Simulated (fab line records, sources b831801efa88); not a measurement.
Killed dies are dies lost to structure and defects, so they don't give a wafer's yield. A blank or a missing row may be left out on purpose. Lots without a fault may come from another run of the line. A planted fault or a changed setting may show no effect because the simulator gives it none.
Which tool did it? | flow gf180mcu | 13 lots, 39 wafers sampled, at 5 steps of a route of 602

WHAT THE GAUGES READ, wafer by wafer
GF_STI_THK_MEAS_04. Usual: STI_CVD_03_THK 207.2 nm, standard deviation 1.8.
lot  | measured    | on            | STI_CVD_03_THK (nm) | flag
L541 | day 1 13:35 | film_metro-01 | 204.9 203.5 202.8   |
L545 | day 2 09:34 | film_metro-03 | 207.8 208.3 207.7   |
L546 | day 2 14:34 | film_metro-01 | 207.2 207.1 208.1   |
L547 | day 2 19:34 | film_metro-02 | 205.2 206.6 206.2   |
L548 | day 3 02:17 | film_metro-02 | 208.8 207.8 208.8   |
L550 | day 3 18:40 | film_metro-01 | 207.0 208.4 207.4   |
L552 | day 3 23:53 | film_metro-01 | 207.9 207.5 207.3   |
L554 | day 4 07:51 | film_metro-03 | 208.8 209.4 209.0   |
L555 | day 4 14:13 | film_metro-02 | 210.8 210.9 210.4   |
L556 | day 4 16:43 | film_metro-03 | 206.3 205.8 206.2   |
L561 | day 5 18:07 | film_metro-01 | 205.6 205.4 207.3   |
L562 | day 5 22:38 | film_metro-01 | 208.1 207.9 206.9   |
L564 | day 6 10:01 | film_metro-01 | 207.5 208.1 207.3   |

GF_DNWELL_TW_MEAS_09. Usual: DNWELL_TW 1357, standard deviation 11.
lot  | measured    | on            | DNWELL_TW      | flag
L541 | day 2 17:50 | film_metro-04 | 1368 1365 1368 |
L545 | day 4 00:46 | film_metro-04 | 1354 1355 1354 |
L546 | day 4 00:14 | film_metro-03 | 1354 1354 1358 |
L547 | day 4 12:38 | film_metro-04 | 1353 1348 1348 |
L548 | day 4 12:16 | film_metro-03 | 1351 1349 1355 |
L550 | day 5 02:05 | film_metro-04 | 1355 1364 1361 |
L552 | day 5 07:57 | film_metro-01 | 1355 1359 1356 |
L554 | day 5 17:19 | film_metro-04 | 1373 1381 1373 |
L555 | day 5 23:13 | film_metro-01 | 1370 1367 1372 |
L556 | day 6 03:23 | film_metro-03 | 1341 1344 1334 |
L561 | day 7 05:01 | film_metro-03 | 1359 1349 1350 |
L562 | day 7 09:04 | film_metro-03 | 1349 1335 1351 |
L564 | day 7 23:10 | film_metro-03 | 1350 1353 1354 |

GF_HV_LDD_TW_MEAS_23. Usual: HV_LDD_2_TW 1060, standard deviation 7.
lot  | measured     | on            | HV_LDD_2_TW    | flag
L541 | day 10 15:25 | film_metro-02 | 1060 1059 1058 |
L545 | day 12 17:25 | film_metro-03 | 1047 1047 1055 |
L546 | day 12 15:17 | film_metro-03 | 1055 1051 1052 |
L547 | day 13 16:28 | film_metro-02 | 1069 1067 1064 |
L548 | day 13 05:49 | film_metro-02 | 1065 1065 1066 |
L550 | day 14 08:13 | film_metro-04 | 1058 1065 1061 |
L552 | day 14 15:13 | film_metro-04 | 1062 1068 1069 |
L554 | day 15 04:58 | film_metro-03 | 1055 1052 1053 |
L555 | day 15 12:08 | film_metro-04 | 1058 1062 1062 |
L556 | day 15 19:30 | film_metro-04 | 1061 1063 1058 |
L561 | day 17 03:07 | film_metro-04 | 1070 1070 1071 |
L562 | day 17 09:13 | film_metro-02 | 1093 1102 1091 | OFF
L564 | day 18 14:46 | film_metro-04 | 1112 1107 1116 | OFF

WHICH TOOL RAN EACH LOT (tool, then ch and the chambers of the sampled wafers, then the start)
lot  | GF_HV_LDD_IMPLANT_21            | GF_HV_LDD_STRIP_22
L541 | implanter-03 ch 0, day 10 15:12 | plasma_asher-03 ch 0,1, day 10 15:20
L545 | implanter-02 ch 0, day 12 17:10 | plasma_asher-01 ch 0,1, day 12 17:19
L546 | implanter-02 ch 0, day 12 15:02 | plasma_asher-03 ch 0,1, day 12 15:11
L547 | implanter-02 ch 0, day 13 16:13 | plasma_asher-02 ch 0,1, day 13 16:21
L548 | implanter-02 ch 0, day 13 05:34 | plasma_asher-03 ch 0,1, day 13 05:43
L550 | implanter-02 ch 0, day 14 07:58 | plasma_asher-03 ch 0,1, day 14 08:07
L552 | implanter-03 ch 0, day 14 14:59 | plasma_asher-03 ch 0,1, day 14 15:07
L554 | implanter-03 ch 0, day 15 04:43 | plasma_asher-02 ch 0,1, day 15 04:51
L555 | implanter-03 ch 0, day 15 11:53 | plasma_asher-03 ch 0,1, day 15 12:02
L556 | implanter-02 ch 0, day 15 19:15 | plasma_asher-02 ch 0,1, day 15 19:24
L561 | implanter-02 ch 0, day 17 02:52 | plasma_asher-03 ch 0,1, day 17 03:01
L562 | implanter-03 ch 0, day 17 09:00 | plasma_asher-01 ch 0,1, day 17 09:08
L564 | implanter-03 ch 0, day 18 14:31 | plasma_asher-02 ch 0,1, day 18 14:40
- GF_HV_LDD_IMPLANT_21
- GF_HV_LDD_STRIP_22: strips in O2/N2.

WHAT THE TOOLS THEMSELVES READ (means of the sampled wafers that have a number; where no wafer has one, the mark that the record gives instead)
GF_HV_LDD_IMPLANT_21. Usual: beam_energy_keV 25.004, standard deviation 0.0068; dose_ions_cm2 4.999e+13, standard deviation 5.4e+10; faraday_current_uA 283, standard deviation 5.3.
lot  | tool         | beam_energy_keV | dose_ions_cm2 | faraday_current_uA | flag
L541 | implanter-03 | 25.003          | 5.000e+13     | 284                |
L545 | implanter-02 | 25.006          | 5.004e+13     | 284                |
L546 | implanter-02 | 25.006          | 4.996e+13     | 285                |
L547 | implanter-02 | 25.003          | 4.991e+13     | 284                |
L548 | implanter-02 | 25.007          | 4.997e+13     | 278                |
L550 | implanter-02 | 25.016          | 4.999e+13     | 285                |
L552 | implanter-03 | 25.001          | 4.995e+13     | 286                |
L554 | implanter-03 | 25.003          | 4.997e+13     | 283                |
L555 | implanter-03 | 24.999          | 5.003e+13     | 282                |
L556 | implanter-02 | 25.011          | 4.999e+13     | 289                |
L561 | implanter-02 | 25.006          | 5.003e+13     | 282                |
L562 | implanter-03 | 28.729          | 4.998e+13     | 281                | OFF
L564 | implanter-03 | 28.720          | 5.002e+13     | 279                | OFF

GF_HV_LDD_STRIP_22. Usual: drypump_motor_current_A 5.7 A, standard deviation 0.34; heater_power_w 321 W, standard deviation 52; n2_flow_sccm 300.1 sccm, standard deviation 0.87; oes_product_au 0.716 a.u., standard deviation 0.0048; strip_time_to_endpoint_s 12.65 s, standard deviation 0.046.
lot  | tool            | drypump_motor_current_A (A) | heater_power_w (W) | n2_flow_sccm (sccm) | oes_product_au (a.u.) | strip_time_to_endpoint_s (s) | flag
L541 | plasma_asher-03 | 5.6                         | 360                | 300.2               | 0.716                 | 12.69                        |
L545 | plasma_asher-01 | 5.4                         | 285                | 300.3               | 0.711                 | 12.64                        |
L546 | plasma_asher-03 | 5.6                         | 371                | 299.9               | 0.718                 | 12.70                        |
L547 | plasma_asher-02 | 5.9                         | 295                | 300.4               | 0.712                 | 12.66                        |
L548 | plasma_asher-03 | 5.5                         | 367                | 300.1               | 0.714                 | 12.70                        |
L550 | plasma_asher-03 | 5.6                         | 402                | 299.5               | 0.715                 | 12.61                        |
L552 | plasma_asher-03 | 5.6                         | 403                | 299.2               | 0.712                 | 12.63                        |
L554 | plasma_asher-02 | 5.9                         | 292                | 300.9               | 0.715                 | 12.66                        |
L555 | plasma_asher-03 | 5.6                         | 399                | 300.8               | 0.716                 | 12.64                        |
L556 | plasma_asher-02 | 5.9                         | 294                | 300.1               | 0.725                 | 12.67                        |
L561 | plasma_asher-03 | 5.6                         | 404                | 300.7               | 0.717                 | 12.64                        |
L562 | plasma_asher-01 | 5.1                         | 306                | 299.5               | 0.719                 | 12.57                        |
L564 | plasma_asher-02 | 6.0                         | 293                | 300.1               | 0.710                 | 12.65                        |

THE ANSWER, worked out from the rows above alone
Rule: a lot is off if the mean of its wafers that have a number lies more than 3 standard deviations from the usual mean. A lot without any number at a reading at which 4 lots or more have one is off too. The other lots that the step has rows for count as sound. The gauges are gone through in route order, then the tools' own readings, and for those a lot's mean is taken as printed above. The first step at which some lot is off is used, and at that step the reading that is off furthest; a lot without a number counts as furthest.
Off: L562, L564, at GF_HV_LDD_TW_MEAS_23 (HV_LDD_2_TW).
A tool fits if, at a process step before that reading, it ran every lot that is off, and no sound lot after the first of them. The gauges at GF_HV_LDD_TW_MEAS_23 aren't tried: what is off there is off at GF_HV_LDD_IMPLANT_21 too, on other tools, and a gauge's error can't cause that. One fits: implanter-03 at GF_HV_LDD_IMPLANT_21. Its last sound lot is L555 (day 15 11:53), its first lot that is off L562 (day 17 09:00): a fault that began between those two fits.
The tool's own readings at GF_HV_LDD_IMPLANT_21 bear it out: on the lots that are off they differ by more than 5 times the standard deviation of the sound lots' means. beam_energy_keV reads 28.724 there against 25.006 on the sound lots.

WHAT THE SIMULATOR HAD PUT IN
Process parameter drift: implanter-03, from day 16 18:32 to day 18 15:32, at GF_HV_LDD_IMPLANT_21. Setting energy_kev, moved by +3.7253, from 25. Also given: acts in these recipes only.
Lots struck among those shown: L562, L564. The rule above found the same.
